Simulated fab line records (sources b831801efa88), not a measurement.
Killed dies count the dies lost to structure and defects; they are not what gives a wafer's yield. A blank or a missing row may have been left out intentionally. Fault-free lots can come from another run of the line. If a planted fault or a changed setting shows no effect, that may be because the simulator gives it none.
fab line records | flow sky130
record lots=14 wafers=41 last-day=50
route steps=708 shown NWELL@34 VT_ADJUST_HVTP@94 VT_ADJUST_LVTN@104
lots untouched by any fault: they come from a run of this same line in which no faults occurred
start-h: hours from the record's opening day to when the first of the lot's shown wafers began | wait-h: hours from the lot's prior step to this one | " unchanged from the row above | L1.1+2: several wafers, shown together as one row | - no value present, or no start provided | * or withheld: withheld | < > ~ a bound
route shown NAME@n: names a module that has steps shown in the file, with the first one's number in the route | usual: the fault-free wafers' mean and standard deviation | same: alike in all rows | chamber/n: place in a boat | sites: each site's reading | _std_site: how widely they spread, as a standard deviation | _edge_site: inner sites' mean taken away from outer sites' mean | radius-mm: how far each site lies from the wafer's centre | mask NAME#n: copy n | behind: the tool/chamber that last shaped the wafer | hold: the reason the lot was held/the length of the hold in hours/how it ended | device: the transistor (n, p or np) that didn't switch | end of line: tests of these same wafers at the route's end | a step given without rows: its recipe and nothing more | killed: the dies lost at the first sort to structure and to defects; this is not the yield of the wafer | map: shows each die of a wafer: x if killed, . if not, _ if none is there
set.NAME: the run value of the setting; set.NAME@STEP: its run value at that earlier step | model.NAME: the simulator's own value behind a step, which no gauge read
route steps across a sampled set of lots; one table per step, one row per wafer
services: from which hour (start-h, from the record's first day; less than 0 if before it) a tool's chamber was out of use, for how many hours, and why
## steps
# step SKY_NWELL_THK_MEAS_02
# recipe reads=SiO2_of_NWELL_OXIDATION_01
# usual NWELL_OXIDATION_THK=10.02/0.18
# columns lot.wafer tool chamber start-h wait-h NWELL_OXIDATION_THK[nm]
L243.1 film-metro-02 - 35.38 0.0 10.18
L243.4 " - " " 10.07
L243.6 " - " " 10.03
L245.2 film-metro-02 - 39.12 0.1 10.25
L245.3 " - " " 10.09
L245.6 " - " " 10.18
L247.2 film-metro-01 - 48.85 0.0 9.84
L247.3 " - " " 9.97
L247.6 " - " " 10.06
L248.1 film-metro-01 - 63.03 0.0 9.88
L248.5 " - " " 9.86
L248.6 " - " " 9.74
L249.1 film-metro-01 - 69.74 0.0 9.69
L249.3 " - " " 9.90
L249.4 " - " " 9.80
L250.2 film-metro-02 - 73.79 0.0 10.09
L250.5 " - " " 10.11
L250.6 " - " " 10.00
L251.2 film-metro-01 - 78.23 0.0 10.37
L251.5 " - " " 10.32
L251.6 " - " " 10.30
L252.1 film-metro-01 - 85.73 0.0 9.95
L252.5 " - " " 9.92
L252.6 " - " " 9.77
L253.1 film-metro-01 - 90.07 0.0 9.99
L253.3 " - " " 10.10
L253.5 " - " " 9.91
L254.1 film-metro-01 - 93.78 0.0 9.88
L254.4 " - " " 10.13
L254.6 " - " " 10.04
L258.3 film-metro-02 - 116.73 0.0 10.02
L258.4 " - " " 9.74
L258.6 " - " " 9.99
L259.1 film-metro-02 - 122.45 0.0 9.80
L259.4 " - " " 9.72
L262.1 film-metro-02 - 139.77 0.0 9.78
L262.3 " - " " 9.82
L262.6 " - " " 9.57
L265.1 film-metro-03 - 161.92 0.0 9.99
L265.5 " - " " 9.99
L265.6 " - " " 10.17
# step SKY_VT_ADJUST_HVTP_IMPLANT_09
# recipe species=As energy-kev=150 dose-cm2=4.3e+12 tilt-deg=withheld
# same implant-ion-amu=75
# columns lot.wafer tool chamber start-h wait-h
L243.1+4+6 implanter-01 0 92.82 0.0
L245.2+3+6 implanter-03 0 124.28 0.0
L247.2+3+6 implanter-04 0 138.88 0.0
L248.1+5+6 implanter-03 0 155.68 0.0
L249.1+3+4 implanter-04 0 162.32 0.0
L250.2+5+6 implanter-03 0 169.23 0.0
L251.2+5+6 implanter-01 0 174.93 0.0
L252.1+5+6 implanter-04 0 183.03 0.0
L253.1+3+5 implanter-04 0 190.01 0.0
L254.1+4+6 implanter-03 0 194.33 0.0
L258.3+4+6 implanter-01 0 219.51 0.1
L259.1+4 implanter-03 0 225.73 0.0
L262.1+3+6 implanter-03 0 249.91 0.0
L265.1+5+6 implanter-01 0 278.26 0.0
# step SKY_VT_ADJUST_HVTP_TW_MEAS_11
# usual VT_ADJUST_HVTP_TW=1367/13
# columns lot.wafer tool chamber start-h wait-h VT_ADJUST_HVTP_TW
L243.1 film-metro-03 - 93.07 0.1 1354
L243.4 " - " " 1346
L243.6 " - " " 1360
L245.2 film-metro-03 - 124.52 0.1 1349
L245.3 " - " " 1355
L245.6 " - " " 1354
L247.2 film-metro-02 - 139.12 0.1 1371
L247.3 " - " " 1378
L247.6 " - " " 1367
L248.1 film-metro-02 - 155.93 0.1 1379
L248.5 " - " " 1377
L248.6 " - " " 1382
L249.1 film-metro-02 - 162.57 0.1 1379
L249.3 " - " " 1370
L249.4 " - " " 1374
L250.2 film-metro-04 - 169.47 0.1 1359
L250.5 " - " " 1354
L250.6 " - " " 1363
L251.2 film-metro-02 - 175.17 0.1 1380
L251.5 " - " " 1383
L251.6 " - " " 1378
L252.1 film-metro-03 - 183.28 0.1 1345
L252.5 " - " " 1357
L252.6 " - " " 1344
L253.1 film-metro-02 - 190.26 0.1 1387
L253.3 " - " " 1379
L253.5 " - " " 1379
L254.1 film-metro-02 - 194.58 0.1 1383
L254.4 " - " " 1378
L254.6 " - " " 1384
L258.3 film-metro-04 - 219.73 0.1 1362
L258.4 " - " " 1368
L258.6 " - " " 1365
L259.1 film-metro-02 - 225.98 0.1 1305
L259.4 " - " " 1386
L262.1 film-metro-04 - 250.16 0.1 1289
L262.3 " - " " 1363
L262.6 " - " " 1360
L265.1 film-metro-02 - 278.51 0.1 1375
L265.5 " - " " 1371
L265.6 " - " " 1372
# step SKY_VT_ADJUST_LVTN_OVL_MEAS_07
# usual VT_ADJUST_LVTN_OVL=-0.4/1.4
# columns lot.wafer tool chamber start-h wait-h VT_ADJUST_LVTN_OVL[nm]
L243.1 overlay-02 - 111.46 - -2.3
L243.4 " - " " -0.1
L243.6 " - " " -0.6
L245.2 overlay-02 - 143.93 - -0.7
L245.3 " - " " 0.6
L245.6 " - " " 0.3
L247.2 overlay-01 - 158.71 - -0.2
L247.3 " - " " -1.6
L247.6 " - " " 0.2
L248.1 overlay-02 - 175.10 - 0.9
L248.5 " - " " -0.3
L248.6 " - " " 1.1
L249.1 overlay-01 - 182.57 - -1.7
L249.3 " - " " 1.5
L249.4 " - " " -0.9
L250.2 overlay-01 - 191.16 - -0.8
L250.5 " - " " -0.1
L250.6 " - " " -0.6
L251.2 overlay-02 - 197.58 - 0.6
L251.5 " - " " 1.1
L251.6 " - " " -1.0
L252.1 overlay-02 - 205.46 - -1.1
L252.5 " - " " -1.8
L252.6 " - " " -2.7
L253.1 overlay-02 - 212.60 - 1.1
L253.3 " - " " -1.8
L253.5 " - " " -1.0
L254.1 overlay-02 - 216.36 - -0.8
L254.4 " - " " -1.2
L254.6 " - " " -0.5
L258.3 overlay-01 - 243.61 - 0.3
L258.4 " - " " 2.8
L258.6 " - " " 2.7
L259.1 overlay-02 - 251.05 - -1.0
L259.4 " - " " -1.4
L262.1 overlay-02 - 275.46 - -1.1
L262.3 " - " " 0.2
L262.6 " - " " -1.5
L265.1 overlay-02 - 303.46 - 1.0
L265.5 " - " " 1.4
L265.6 " - " " -0.1
# step SKY_VT_ADJUST_LVTN_TW_MEAS_10
# usual VT_ADJUST_LVTN_TW=243.3/1.9
# columns lot.wafer tool chamber start-h wait-h VT_ADJUST_LVTN_TW
L243.1 film-metro-02 - 111.74 0.1 243.3
L243.4 " - " " 243.0
L243.6 " - " " 243.9
L245.2 film-metro-01 - 144.22 0.1 243.2
L245.3 " - " " 242.1
L245.6 " - " " 240.1
L247.2 film-metro-01 - 159.29 0.1 241.6
L247.3 " - " " 242.2
L247.6 " - " " 241.1
L248.1 film-metro-02 - 175.39 0.1 246.2
L248.5 " - " " 246.8
L248.6 " - " " 244.7
L249.1 film-metro-02 - 182.86 0.1 244.7
L249.3 " - " " 245.8
L249.4 " - " " 245.6
L250.2 film-metro-02 - 191.45 0.1 245.1
L250.5 " - " " 245.8
L250.6 " - " " 245.1
L251.2 film-metro-02 - 197.87 0.1 246.2
L251.5 " - " " 247.2
L251.6 " - " " 246.5
L252.1 film-metro-02 - 205.74 0.1 246.9
L252.5 " - " " 245.3
L252.6 " - " " 245.5
L253.1 film-metro-04 - 212.89 0.1 242.9
L253.3 " - " " 242.4
L253.5 " - " " 241.9
L254.1 film-metro-04 - 216.64 0.1 243.6
L254.4 " - " " 242.7
L254.6 " - " " 244.1
L258.3 film-metro-04 - 243.91 0.1 241.5
L258.4 " - " " 242.8
L258.6 " - " " 242.4
L259.1 film-metro-02 - 251.34 0.1 244.2
L259.4 " - " " 246.7
L262.1 film-metro-01 - 275.74 0.1 239.2
L262.3 " - " " 239.7
L262.6 " - " " 239.7
L265.1 film-metro-04 - 303.74 0.1 242.0
L265.5 " - " " 241.4
L265.6 " - " " 243.0
## services
# columns tool chamber start-h hours kind
implanter-03 - 111.64 3.8 repair
implanter-01 - 149.30 3.6 pm
implanter-04 - 154.69 4.6 pm
implanter-01 - 168.70 4.5 repair
implanter-03 - 227.41 4.7 pm
implanter-01 - 259.20 3.9 repair
implanter-01 - 262.04 2.0 repair
## key
first-sign step=SKY_VT_ADJUST_HVTP_TW_MEAS_11 reading=VT_ADJUST_HVTP_TW direction=down sigmas=5.4 usual=1367 struck=1297
effect none on later readings
met-at SKY_VT_ADJUST_HVTP_IMPLANT_09
struck-lots L259,L262
struck-wafers L259.1,L262.1
tester-left-out L259,L262
not-acting-at SKY_NWELL_THK_MEAS_02,SKY_VT_ADJUST_LVTN_OVL_MEAS_07,SKY_VT_ADJUST_LVTN_TW_MEAS_10
onset-between 194.33 225.73
fault kind=process-parameter-drift tool=implanter-03 chamber=- onset-h=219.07 steps=SKY_VT_ADJUST_HVTP_IMPLANT_09 channel=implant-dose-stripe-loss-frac offset=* shape=step end-h=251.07 scope=struck-wafers-only
# tester-left-out: of these lots the tester's yield and bins aren't shown, on N5 and GAA mostly nor the transistor test; their killed dies are dies lost to structure and defects alone, not to doping, threshold or leakage, so they don't give the yield
